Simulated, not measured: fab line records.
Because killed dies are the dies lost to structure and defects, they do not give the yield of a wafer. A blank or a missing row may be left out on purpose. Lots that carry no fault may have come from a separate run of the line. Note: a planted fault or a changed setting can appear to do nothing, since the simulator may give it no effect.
fab line records	flow sky130
record: lots: 24	wafers: 72	last_day: 50
route steps=708 shown POLY_GATE@229 CONTACT@432 VIA1@460 VIA2@508 CAPM@550 PASSIVATION@693
lots with no fault: from the same line, run without faults
start_h: hours from the record's first day to the start of the lot's first wafer shown	wait_h: how many hours have passed since the lot's step before this one	" same as the row above	L1.1+2: a single row standing in for several wafers	- no value, or no start given	* or withheld: withheld	< > ~ a bound
route shown NAME@n: a module of which the file shows steps, and the number in the route of the first	usual: mean/standard deviation of fault-free wafers	same: alike in all rows	chamber/n: place in a boat	sites: per-site readings	_std_site: the standard deviation of these	_edge_site: the outer-site mean with the inner-site mean subtracted	radius_mm: how far each site lies from the wafer's centre	mask NAME#n: copy n	behind: tool/chamber where the wafer was last shaped	hold: cause of the lot's hold/its duration in hours/its outcome	device: transistor that didn't switch, given as n, p or np	end of line: the route-end tests of the same wafers	where a step has no rows: the recipe by itself	killed: dies lost to structure and defects at the first sort, not the wafer's yield	map: per-die view of a wafer (x killed, . not killed, _ where there is no die)
set.NAME: the setting the step ran with; set.NAME@STEP: the setting that earlier step ran with	model.NAME: the simulator's own value behind a step, which no gauge read
steps of the route over a sample of lots; a table a step, a row a wafer
services: from which hour (start_h, from the record's first day; less than 0 if before it) a tool's chamber was out of use, for how many hours, and why
== steps ==
step: SKY_POLY_GATE_ETCH_15
recipe: chemistry: N2/H2	target: BARC	ion_energy_ev: 200	source_w: 500	bias_w: 100	pressure_mtorr: 30	n2_flow_sccm: 100	h2_flow_sccm: 200	stop_on: SiO2	time_s: 118.5	target_depth_a: 1100
usual: drypump_motor_current_A: 5.9/0.6	oes_product_au: 0.716/0.0044	throttle_valve_pct: 13.212/0.01
lot.wafer	tool	chamber	start_h	wait_h	drypump_motor_current_A	oes_product_au	rf_hours_counter_h	throttle_valve_pct
L074.3	rie_diel-04	3	378.08	0.0	6.4	0.716	0	13.213
L074.5	"	0	"	"	6.0	0.713	-	13.208
L074.6	"	2	"	"	5.5	0.711	-	13.218
L075.2	rie_diel-03	0	383.27	0.0	6.7	0.706	19	13.212
L075.3	"	2	"	"	6.1	0.714	98	13.199
L075.5	"	2	"	"	6.1	0.717	-	13.202
L076.1	rie_diel-04	0	390.81	0.0	5.9	0.717	30	13.210
L076.3	"	3	"	"	6.3	0.716	1	13.226
L076.4	"	2	"	"	5.5	0.723	4	13.220
L077.2	rie_diel-03	1	392.32	0.0	4.9	0.708	16	13.216
L077.3	"	3	"	"	6.4	0.717	10	13.209
L077.4	"	0	"	"	6.7	0.717	19	13.203
L078.1	rie_diel-03	0	410.37	0.0	6.7	0.720	20	13.201
L078.2	"	3	"	"	6.4	0.719	10	13.219
L078.6	"	1	"	"	5.0	0.718	-	13.210
L079.1	rie_diel-03	3	416.57	0.0	6.4	0.707	10	13.202
L079.5	"	2	"	"	6.1	0.720	-	13.214
L079.6	"	3	"	"	6.4	0.713	-	13.202
L080.1	rie_diel-03	1	424.16	0.0	5.0	0.724	17	13.196
L080.2	"	3	"	"	6.4	0.713	10	13.216
L080.5	"	1	"	"	4.9	0.711	-	13.201
L081.1	rie_diel-03	0	428.82	0.0	6.7	0.718	20	13.210
L081.3	"	3	"	"	6.4	0.712	11	13.191
L081.6	"	1	"	"	5.0	0.719	-	13.207
L082.3	rie_diel-01	1	431.61	0.0	5.5	0.719	4	13.216
L082.4	"	0	"	"	5.6	0.718	12	13.213
L082.6	"	1	"	"	5.5	0.723	-	13.235
L083.3	rie_diel-01	1	446.62	0.0	5.5	0.709	4	13.217
L083.5	"	3	"	"	5.5	0.712	-	13.219
L083.6	"	2	"	"	6.7	0.715	-	13.209
L084.1	rie_diel-03	2	450.51	0.0	6.1	0.717	100	13.225
L084.2	"	1	"	"	5.0	0.721	18	13.223
L084.3	"	0	"	"	6.6	0.713	21	13.212
L087.1	rie_diel-03	3	487.82	0.0	6.4	0.717	12	13.218
L087.2	"	1	"	"	4.9	0.710	19	13.199
L087.5	"	3	"	"	6.4	0.711	-	13.221
L088.2	rie_diel-04	2	487.86	0.0	5.5	0.714	6	13.207
L088.4	"	3	"	"	6.3	0.715	-	13.227
L088.6	"	0	"	"	6.0	0.712	-	13.208
L085.1	rie_diel-01	3	487.97	0.0	5.6	0.720	86	13.211
L085.2	"	2	"	"	6.7	0.716	3	13.195
L085.5	"	2	"	"	6.7	0.714	-	13.216
L086.4	rie_diel-03	3	488.36	0.1	6.4	0.714	-	13.210
L086.5	"	1	"	"	4.9	0.720	-	13.217
L086.6	"	3	"	"	6.4	0.715	-	13.211
L089.1	rie_diel-04	1	504.86	0.0	5.5	0.716	47	13.198
L089.2	"	0	"	"	6.0	0.715	32	13.219
L089.6	"	1	"	"	5.5	0.722	-	13.226
L090.2	rie_diel-03	1	513.47	0.0	4.9	0.714	20	13.217
L090.3	"	3	"	"	6.4	0.720	13	13.212
L090.6	"	0	"	"	6.7	0.721	-	13.219
L091.2	rie_diel-01	3	521.02	0.0	5.6	0.720	87	13.223
L091.3	"	2	"	"	6.8	0.717	4	13.225
L091.5	"	2	"	"	6.7	0.710	-	13.225
L093.1	rie_diel-04	0	529.37	0.0	6.0	0.722	33	13.217
L093.2	"	2	"	"	5.5	0.719	7	13.206
L093.6	"	3	"	"	6.4	0.715	-	13.215
L092.1	rie_diel-03	0	530.47	0.0	6.6	0.716	22	13.217
L092.2	"	2	"	"	6.1	0.709	1	13.216
L092.6	"	2	"	"	6.1	0.712	-	13.213
L094.1	rie_diel-03	0	542.17	0.0	6.7	0.721	22	13.198
L094.2	"	1	"	"	4.9	0.715	20	13.207
L094.4	"	3	"	"	6.4	0.711	13	13.215
L095.1	rie_diel-03	2	559.87	0.0	6.1	0.719	1	13.224
L095.2	"	1	"	"	5.0	0.713	21	13.217
L095.5	"	2	"	"	6.1	0.722	-	13.221
L096.3	rie_diel-01	0	565.81	0.0	5.6	0.720	15	13.209
L096.5	"	1	"	"	5.5	0.717	-	13.217
L096.6	"	2	"	"	6.8	0.712	-	13.226
L097.2	rie_diel-01	0	567.97	0.0	5.6	0.720	15	13.215
L097.4	"	1	"	"	5.5	0.711	6	13.228
L097.5	"	0	"	"	5.6	0.713	-	13.209
step: SKY_CONTACT_THK_MEAS_26
recipe: thk_meas_gauge: xrf	reads: W_of_CONTACT_CVD_24
usual: CONTACT_W_THK: 347/4.7
lot.wafer	tool	chamber	start_h	wait_h	CONTACT_W_THK[nm]
L074.3	film_metro-04	-	743.84	0.1	349
L074.5	"	-	"	"	352
L074.6	"	-	"	"	349
L075.2	film_metro-04	-	744.86	0.1	347
L075.3	"	-	"	"	347
L075.5	"	-	"	"	354
L076.1	film_metro-01	-	754.98	0.1	348
L076.3	"	-	"	"	354
L076.4	"	-	"	"	342
L077.2	film_metro-04	-	756.55	0.1	348
L077.3	"	-	"	"	350
L077.4	"	-	"	"	351
L078.1	film_metro-01	-	774.27	0.1	349
L078.2	"	-	"	"	351
L078.6	"	-	"	"	349
L079.1	film_metro-03	-	775.73	0.1	343
L079.5	"	-	"	"	341
L079.6	"	-	"	"	339
L081.1	film_metro-01	-	788.57	0.1	352
L081.3	"	-	"	"	354
L081.6	"	-	"	"	350
L080.1	film_metro-04	-	789.88	0.1	346
L080.2	"	-	"	"	344
L080.5	"	-	"	"	346
L082.3	film_metro-04	-	800.50	0.1	349
L082.4	"	-	"	"	346
L082.6	"	-	"	"	351
L083.3	film_metro-04	-	801.95	0.1	347
L083.5	"	-	"	"	345
L083.6	"	-	"	"	352
L084.1	film_metro-04	-	803.55	0.1	353
L084.2	"	-	"	"	352
L084.3	"	-	"	"	351
L088.2	film_metro-03	-	836.34	0.1	342
L088.4	"	-	"	"	346
L088.6	"	-	"	"	340
L087.1	film_metro-03	-	838.82	0.1	343
L087.2	"	-	"	"	346
L087.5	"	-	"	"	346
L085.1	film_metro-03	-	841.03	0.1	342
L085.2	"	-	"	"	344
L085.5	"	-	"	"	344
L086.4	film_metro-03	-	842.77	0.1	342
L086.5	"	-	"	"	343
L086.6	"	-	"	"	344
L089.1	film_metro-04	-	855.80	0.1	352
L089.2	"	-	"	"	352
L089.6	"	-	"	"	351
L090.2	film_metro-03	-	860.40	0.1	344
L090.3	"	-	"	"	346
L090.6	"	-	"	"	337
L091.2	film_metro-01	-	870.56	0.1	349
L091.3	"	-	"	"	351
L091.5	"	-	"	"	348
L093.1	film_metro-01	-	875.29	0.1	345
L093.2	"	-	"	"	349
L093.6	"	-	"	"	343
L092.1	film_metro-01	-	876.35	0.1	350
L092.2	"	-	"	"	348
L092.6	"	-	"	"	351
L094.1	film_metro-03	-	882.42	0.1	336
L094.2	"	-	"	"	339
L094.4	"	-	"	"	338
L095.1	film_metro-03	-	895.87	0.1	344
L095.2	"	-	"	"	340
L095.5	"	-	"	"	341
L096.3	film_metro-01	-	904.26	0.1	348
L096.5	"	-	"	"	349
L096.6	"	-	"	"	347
L097.2	film_metro-01	-	906.09	0.1	343
L097.4	"	-	"	"	347
L097.5	"	-	"	"	344
step: SKY_VIA1_CMP_02
recipe: material: SiO2	down_force_psi: 4	platen_rpm: 60	pad_velocity_m_s: 0.94248
usual: motor_current_A: 11.2/0.64
lot.wafer	tool	chamber	start_h	wait_h	motor_current_A
L074.3	cmp-01	1	773.07	0.2	10.2
L074.6	"	2	"	"	11.2
L074.5	"	3	"	"	12.0
L075.3	cmp-01	2	774.04	0.1	11.3
L075.2	"	0	"	"	11.7
L075.5	"	1	"	"	10.9
L076.1	cmp-02	3	783.21	0.1	11.7
L076.4	"	0	"	"	10.4
L076.3	"	1	"	"	11.2
L077.4	cmp-01	0	784.83	0.0	11.4
L077.2	"	2	"	"	11.1
L077.3	"	3	"	"	11.2
L078.1	cmp-02	3	802.26	0.1	11.4
L078.2	"	0	"	"	10.3
L078.6	"	3	"	"	11.4
L079.1	cmp-01	2	803.16	0.1	11.7
L079.6	"	2	"	"	11.3
L079.5	"	3	"	"	11.8
L081.3	cmp-02	1	816.42	0.1	11.1
L081.1	"	2	"	"	11.8
L081.6	"	3	"	"	11.0
L080.1	cmp-01	0	818.27	0.1	12.0
L080.2	"	3	"	"	11.3
L080.5	"	0	"	"	12.9
L082.3	cmp-02	1	828.92	0.0	11.2
L082.4	"	2	"	"	11.4
L082.6	"	1	"	"	10.6
L083.3	cmp-01	3	830.43	0.1	12.4
L083.6	"	1	"	"	10.0
L083.5	"	2	"	"	11.2
L084.3	cmp-02	0	831.95	0.0	10.5
L084.1	"	1	"	"	10.8
L084.2	"	3	"	"	11.3
L088.4	cmp-02	3	863.96	0.0	11.0
L088.2	"	1	"	"	11.7
L088.6	"	0	"	"	10.5
L087.2	cmp-01	3	866.01	0.0	12.1
L087.1	"	1	"	"	10.5
L087.5	"	0	"	"	12.1
L085.1	cmp-02	0	868.54	0.1	10.4
L085.2	"	3	"	"	10.7
L085.5	"	0	"	"	10.4
L086.4	cmp-02	0	869.32	0.1	10.5
L086.5	"	2	"	"	12.4
L086.6	"	3	"	"	11.3
L089.2	cmp-02	2	882.17	0.1	11.3
L089.1	"	3	"	"	11.7
L089.6	"	0	"	"	10.1
L090.2	cmp-01	1	887.37	0.0	10.8
L090.3	"	2	"	"	11.1
L090.6	"	2	"	"	12.2
L091.2	cmp-01	1	898.77	0.3	11.0
L091.3	"	0	"	"	11.7
L091.5	"	1	"	"	10.2
L093.1	cmp-02	1	902.54	0.1	11.0
L093.2	"	2	"	"	11.7
L093.6	"	2	"	"	12.1
L092.1	cmp-01	1	903.93	0.1	10.5
L092.2	"	2	"	"	11.0
L092.6	"	3	"	"	11.8
L094.2	cmp-02	1	909.59	0.1	11.2
L094.4	"	2	"	"	11.2
L094.1	"	3	"	"	11.1
L095.1	cmp-02	1	923.03	0.1	11.0
L095.2	"	3	"	"	11.3
L095.5	"	1	"	"	10.9
L096.3	cmp-02	3	931.78	0.0	10.7
L096.6	"	3	"	"	11.1
L096.5	"	0	"	"	10.3
L097.4	cmp-02	1	933.31	0.0	11.2
L097.2	"	0	"	"	10.9
L097.5	"	2	"	"	11.7
step: SKY_VIA2_THK_MEAS_01
recipe: reads: SiO2_of_VIA2_HDPCVD_00
usual: VIA2_HDPCVD_THK: 1177/10
lot.wafer	tool	chamber	start_h	wait_h	VIA2_HDPCVD_THK[nm]
L074.3	film_metro-03	-	829.55	0.1	1168
L074.5	"	-	"	"	1170
L074.6	"	-	"	"	1163
L075.2	film_metro-01	-	829.73	0.1	1195
L075.3	"	-	"	"	1179
L075.5	"	-	"	"	1183
L076.1	film_metro-03	-	839.21	0.1	1177
L076.3	"	-	"	"	1162
L076.4	"	-	"	"	1173
L077.2	film_metro-04	-	840.42	0.1	1191
L077.3	"	-	"	"	1189
L077.4	"	-	"	"	1194
L078.1	film_metro-01	-	858.37	0.1	1192
L078.2	"	-	"	"	1193
L078.6	"	-	"	"	1175
L079.1	film_metro-03	-	859.19	0.1	1185
L079.5	"	-	"	"	1183
L079.6	"	-	"	"	1179
L081.1	film_metro-04	-	870.51	0.1	1166
L081.3	"	-	"	"	1178
L081.6	"	-	"	"	1171
L080.1	film_metro-04	-	873.46	0.1	1180
L080.2	"	-	"	"	1172
L080.5	"	-	"	"	1170
L082.3	film_metro-01	-	882.43	0.1	1171
L082.4	"	-	"	"	1161
L082.6	"	-	"	"	1169
L083.3	film_metro-03	-	884.75	0.1	1181
L083.5	"	-	"	"	1179
L083.6	"	-	"	"	1186
L084.1	film_metro-03	-	886.96	0.1	1189
L084.2	"	-	"	"	1173
L084.3	"	-	"	"	1177
L088.2	film_metro-04	-	916.89	0.1	1183
L088.4	"	-	"	"	1187
L088.6	"	-	"	"	1194
L087.1	film_metro-03	-	920.13	0.1	1162
L087.2	"	-	"	"	1168
L087.5	"	-	"	"	1173
L085.1	film_metro-01	-	922.22	0.1	1171
L085.2	"	-	"	"	1171
L085.5	"	-	"	"	1187
L086.4	film_metro-01	-	922.78	0.0	1180
L086.5	"	-	"	"	1185
L086.6	"	-	"	"	1184
L089.1	film_metro-04	-	935.68	0.1	1168
L089.2	"	-	"	"	1178
L089.6	"	-	"	"	1171
L090.2	film_metro-03	-	940.34	0.1	1172
L090.3	"	-	"	"	1176
L090.6	"	-	"	"	1186
L091.2	film_metro-03	-	951.13	0.1	1166
L091.3	"	-	"	"	1170
L091.5	"	-	"	"	1180
L093.1	film_metro-01	-	955.94	0.1	1190
L093.2	"	-	"	"	1187
L093.6	"	-	"	"	1174
L092.1	film_metro-03	-	956.14	0.1	1188
L092.2	"	-	"	"	1175
L092.6	"	-	"	"	1161
L094.1	film_metro-01	-	961.01	0.1	1164
L094.2	"	-	"	"	1171
L094.4	"	-	"	"	1191
L095.1	film_metro-01	-	974.44	0.1	1178
L095.2	"	-	"	"	1190
L095.5	"	-	"	"	1193
L096.3	film_metro-04	-	982.15	0.1	1185
L096.5	"	-	"	"	1185
L096.6	"	-	"	"	1193
L097.2	film_metro-04	-	984.44	0.1	1162
L097.4	"	-	"	"	1167
L097.5	"	-	"	"	1147
step: SKY_CAPM_METAL_ETCH_13
recipe: target_depth_nm: 220	stop_on: SiO2	chemistry: Cl2/BCl3	target: TiN	pressure_mtorr: 10	icp_w: 900	bias_w: 48.5	Cl2_flow_sccm: 60	bcl3_flow_sccm: 30	time_s: 62.9
usual: drypump_motor_current_A: 5.9/0.35	oes_product_au: 0.940/0.0073	throttle_valve_pct: 21.902/0.0095
lot.wafer	tool	chamber	start_h	wait_h	drypump_motor_current_A	oes_product_au	rf_hours_counter_h	throttle_valve_pct
L074.3	rie_metal-02	0	882.58	0.0	6.2	0.934	-	21.897
L074.5	"	1	"	"	6.1	0.932	-	21.906
L074.6	"	0	"	"	6.2	0.935	-	21.912
L075.2	rie_metal-03	0	882.71	0.0	5.5	0.931	1	21.896
L075.3	"	1	"	"	5.5	0.927	-	21.906
L075.5	"	1	"	"	5.5	0.928	-	21.907
L076.1	rie_metal-01	0	892.74	0.0	5.9	0.937	15	21.894
L076.3	"	1	"	"	6.3	0.939	-	21.905
L076.4	"	0	"	"	6.0	0.937	-	21.902
L077.2	rie_metal-03	1	893.41	0.0	5.5	0.933	13	21.906
L077.3	"	1	"	"	5.4	0.934	-	21.920
L077.4	"	0	"	"	5.5	0.948	-	21.898
L078.1	rie_metal-03	1	911.10	0.0	5.5	0.932	14	21.904
L078.2	"	0	"	"	5.5	0.933	2	21.893
L078.6	"	0	"	"	5.5	0.925	-	21.911
L079.1	rie_metal-02	1	912.06	0.0	6.1	0.943	8	21.918
L079.5	"	0	"	"	6.2	0.945	-	21.890
L079.6	"	1	"	"	6.1	0.956	-	21.901
L081.1	rie_metal-01	1	924.20	0.0	6.3	0.947	12	21.903
L081.3	"	1	"	"	6.3	0.957	-	21.892
L081.6	"	1	"	"	6.3	0.949	-	21.902
L080.1	rie_metal-02	1	926.06	0.0	6.1	0.941	9	21.899
L080.2	"	0	"	"	6.2	0.944	8	21.908
L080.5	"	0	"	"	6.2	0.934	-	21.905
L082.3	rie_metal-01	1	935.16	0.1	6.3	0.929	-	21.892
L082.4	"	1	"	"	6.3	0.938	-	21.917
L082.6	"	1	"	"	6.3	0.937	-	21.913
L083.3	rie_metal-03	0	936.24	0.0	5.5	0.947	-	21.898
L083.5	"	0	"	"	5.5	0.950	-	21.914
L083.6	"	1	"	"	5.5	0.952	-	21.892
L084.1	rie_metal-02	1	938.40	0.0	6.1	0.950	9	21.903
L084.2	"	0	"	"	6.3	0.955	9	21.907
L084.3	"	0	"	"	6.2	0.947	-	21.908
L088.2	rie_metal-03	1	968.26	0.0	5.4	0.934	16	21.899
L088.4	"	0	"	"	5.5	0.937	-	21.912
L088.6	"	0	"	"	5.5	0.935	-	21.912
L087.1	rie_metal-02	1	970.70	0.0	6.1	0.938	11	21.885
L087.2	"	0	"	"	6.1	0.940	10	21.904
L087.5	"	1	"	"	6.1	0.935	-	21.896
L085.1	rie_metal-01	1	972.10	0.0	6.3	0.949	15	21.891
L085.2	"	0	"	"	5.9	0.952	1	21.912
L085.5	"	0	"	"	6.0	0.937	-	21.907
L086.4	rie_metal-02	0	972.42	0.0	6.2	0.933	-	21.895
L086.5	"	1	"	"	6.1	0.933	-	21.907
L086.6	"	0	"	"	6.2	0.941	-	21.922
L089.1	rie_metal-03	0	985.00	0.0	5.5	0.938	6	21.901
L089.2	"	1	"	"	5.5	0.939	17	21.888
L089.6	"	1	"	"	5.5	0.940	-	21.896
L090.2	rie_metal-02	1	990.56	0.0	6.1	0.947	12	21.900
L090.3	"	1	"	"	6.1	0.933	-	21.900
L090.6	"	0	"	"	6.2	0.942	-	21.883
L091.2	rie_metal-03	1	1000.25	0.0	5.4	0.945	18	21.902
L091.3	"	1	"	"	5.4	0.936	-	21.892
L091.5	"	1	"	"	5.4	0.946	-	21.906
L092.1	rie_metal-02	0	1005.50	0.0	6.1	0.942	12	21.892
L092.2	"	0	"	"	6.2	0.945	-	21.889
L092.6	"	0	"	"	6.2	0.937	-	21.908
L093.1	rie_metal-03	0	1005.80	0.0	5.5	0.945	7	21.905
L093.2	"	1	"	"	5.5	0.936	18	21.899
L093.6	"	1	"	"	5.4	0.945	-	21.902
L094.1	rie_metal-02	1	1009.15	0.0	6.1	0.943	13	21.926
L094.2	"	0	"	"	6.1	0.926	12	21.911
L094.4	"	0	"	"	6.2	0.935	-	21.918
L095.1	rie_metal-03	1	1022.50	0.0	5.5	0.934	19	21.899
L095.2	"	0	"	"	5.5	0.938	8	21.898
L095.5	"	0	"	"	5.5	0.931	-	21.916
L096.3	rie_metal-02	1	1030.93	0.0	6.1	0.928	-	21.917
L096.5	"	1	"	"	6.1	0.936	-	21.897
L096.6	"	0	"	"	6.2	0.936	-	21.883
L097.2	rie_metal-01	0	1033.05	0.0	6.0	0.947	5	21.912
L097.4	"	1	"	"	6.3	0.939	-	21.906
L097.5	"	1	"	"	6.3	0.951	-	21.895
step: SKY_PASSIVATION_STRIP_12
recipe: chemistry: O2/N2	power_w: 1400	pressure_mtorr: 1500	platen_temp_c: withheld	overash_fraction: 0.7	o2_flow_sccm: 3000	n2_flow_sccm: 300
usual: drypump_motor_current_A: 5.3/0.36	oes_product_au: 0.660/0.0046	strip_time_to_endpoint_s: 31.59/0.11
same: overash_fraction: 0.7
lot.wafer	tool	chamber	start_h	wait_h	drypump_motor_current_A	oes_product_au	rf_hours_counter_h	strip_time_to_endpoint_s
L074.3	plasma_asher-04	0	1057.46	0.1	5.1	0.664	-	31.48
L074.5	"	1	"	"	5.4	0.658	-	31.44
L074.6	"	0	"	"	5.1	0.653	-	31.48
L075.2	plasma_asher-03	1	1058.12	0.1	5.3	0.666	26	31.52
L075.3	"	1	"	"	5.3	0.662	-	31.60
L075.5	"	0	"	"	6.1	0.664	-	31.58
L076.1	plasma_asher-04	0	1064.97	0.1	5.1	0.661	91	31.54
L076.3	"	0	"	"	5.1	0.661	-	31.44
L076.4	"	1	"	"	5.3	0.656	-	31.53
L077.2	plasma_asher-04	1	1066.27	0.1	5.4	0.672	91	31.53
L077.3	"	0	"	"	5.1	0.665	-	31.63
L077.4	"	1	"	"	5.4	0.662	-	31.54
L078.1	plasma_asher-04	0	1080.67	0.1	5.1	0.654	93	31.70
L078.2	"	1	"	"	5.4	0.654	93	31.81
L078.6	"	1	"	"	5.4	0.662	-	31.60
L079.1	plasma_asher-03	1	1082.52	0.1	5.3	0.663	28	31.71
L079.5	"	1	"	"	5.3	0.654	-	31.63
L079.6	"	0	"	"	6.1	0.666	-	31.56
L081.1	plasma_asher-01	0	1092.42	0.1	5.1	0.664	69	31.74
L081.3	"	1	"	"	5.0	0.657	-	31.65
L081.6	"	1	"	"	5.0	0.655	-	31.67
L080.1	plasma_asher-04	1	1093.77	0.1	5.4	0.655	94	31.65
L080.2	"	0	"	"	5.1	0.665	94	31.61
L080.5	"	0	"	"	5.1	0.661	-	31.69
L082.3	plasma_asher-01	0	1101.46	0.1	5.1	0.657	-	31.68
L082.4	"	1	"	"	5.0	0.654	-	31.88
L082.6	"	1	"	"	5.0	0.669	-	31.69
L083.3	plasma_asher-03	1	1103.20	0.1	5.3	0.659	-	31.63
L083.5	"	0	"	"	6.1	0.659	-	31.64
L083.6	"	1	"	"	5.3	0.663	-	31.57
L084.1	plasma_asher-01	0	1105.42	0.1	5.1	0.662	71	31.54
L084.2	"	1	"	"	5.0	0.664	71	31.67
L084.3	"	1	"	"	5.0	0.660	-	31.59
L088.2	plasma_asher-01	0	1128.22	0.1	5.1	0.663	73	31.32
L088.4	"	0	"	"	5.1	0.669	-	31.41
L088.6	"	1	"	"	5.0	0.661	-	31.50
L087.1	plasma_asher-01	1	1131.22	0.1	5.0	0.660	73	31.69
L087.2	"	0	"	"	5.1	0.661	73	31.45
L087.5	"	1	"	"	5.0	0.659	-	31.51
L085.1	plasma_asher-03	1	1131.82	0.1	5.3	0.655	33	31.52
L085.2	"	0	"	"	6.1	0.651	33	31.62
L085.5	"	0	"	"	6.1	0.665	-	31.56
L086.4	plasma_asher-03	0	1133.75	0.1	6.1	0.659	-	31.53
L086.5	"	0	"	"	6.1	0.660	-	31.56
L086.6	"	1	"	"	5.3	0.659	-	31.60
L089.1	plasma_asher-01	1	1142.32	0.1	5.0	0.657	74	31.41
L089.2	"	0	"	"	5.1	0.663	74	31.57
L089.6	"	0	"	"	5.1	0.654	-	31.58
L090.2	plasma_asher-03	0	1146.48	0.1	6.1	0.655	34	31.75
L090.3	"	1	"	"	5.3	0.663	-	31.64
L090.6	"	1	"	"	5.3	0.670	-	31.69
L091.2	plasma_asher-01	1	1153.77	0.1	5.0	0.651	75	31.68
L091.3	"	1	"	"	5.0	0.656	-	31.69
L091.5	"	0	"	"	5.1	0.659	-	31.69
L092.1	plasma_asher-03	1	1157.87	0.1	5.3	0.661	35	31.54
L092.2	"	0	"	"	6.1	0.661	35	31.68
L092.6	"	1	"	"	5.3	0.667	-	31.58
L093.1	plasma_asher-01	0	1158.02	0.1	5.1	0.656	76	31.54
L093.2	"	1	"	"	5.0	0.655	76	31.39
L093.6	"	0	"	"	5.1	0.666	-	31.48
L094.1	plasma_asher-01	1	1159.82	0.1	5.0	0.660	76	31.35
L094.2	"	0	"	"	5.1	0.667	76	31.46
L094.4	"	0	"	"	5.1	0.667	-	31.71
L095.1	plasma_asher-01	0	1170.73	0.1	5.1	0.661	77	31.50
L095.2	"	1	"	"	5.0	0.662	77	31.41
L095.5	"	0	"	"	5.1	0.662	-	31.50
L096.3	plasma_asher-04	0	1178.21	0.1	5.1	0.656	-	31.46
L096.5	"	1	"	"	5.4	0.672	-	31.65
L096.6	"	0	"	"	5.1	0.665	-	31.54
L097.2	plasma_asher-03	0	1179.68	0.1	6.1	0.658	38	31.61
L097.4	"	1	"	"	5.3	0.659	-	31.60
L097.5	"	0	"	"	6.1	0.663	-	31.54
== services ==
tool	chamber	start_h	hours	kind
rie_diel-03	2	362.16	6.6	repair
rie_diel-03	-	370.30	1.0	repair
cmp-02	-	371.56	3.4	repair
cmp-02	-	385.10	15.9	pm
cmp-02	-	404.00	4.0	pm
cmp-02	-	450.03	1.4	repair
rie_diel-03	2	450.81	3.1	repair
rie_diel-03	0	486.61	7.2	repair
rie_diel-03	-	490.06	4.6	repair
cmp-02	-	558.60	3.5	repair
rie_diel-03	-	583.65	1.5	repair
cmp-02	-	589.84	6.4	repair
cmp-02	-	649.00	5.6	pm
cmp-02	-	656.61	2.3	repair
cmp-02	-	676.88	1.2	repair
cmp-02	-	717.50	4.7	pm
cmp-02	-	744.23	4.0	pm
cmp-02	-	870.01	1.8	repair
cmp-02	-	947.66	2.0	repair
cmp-02	-	1018.18	8.7	pm
cmp-02	-	1084.23	4.0	pm
cmp-02	-	1097.61	1.1	repair
cmp-02	-	1138.66	0.3	repair
cmp-02	-	1161.93	2.0	repair
== key ==
fault none
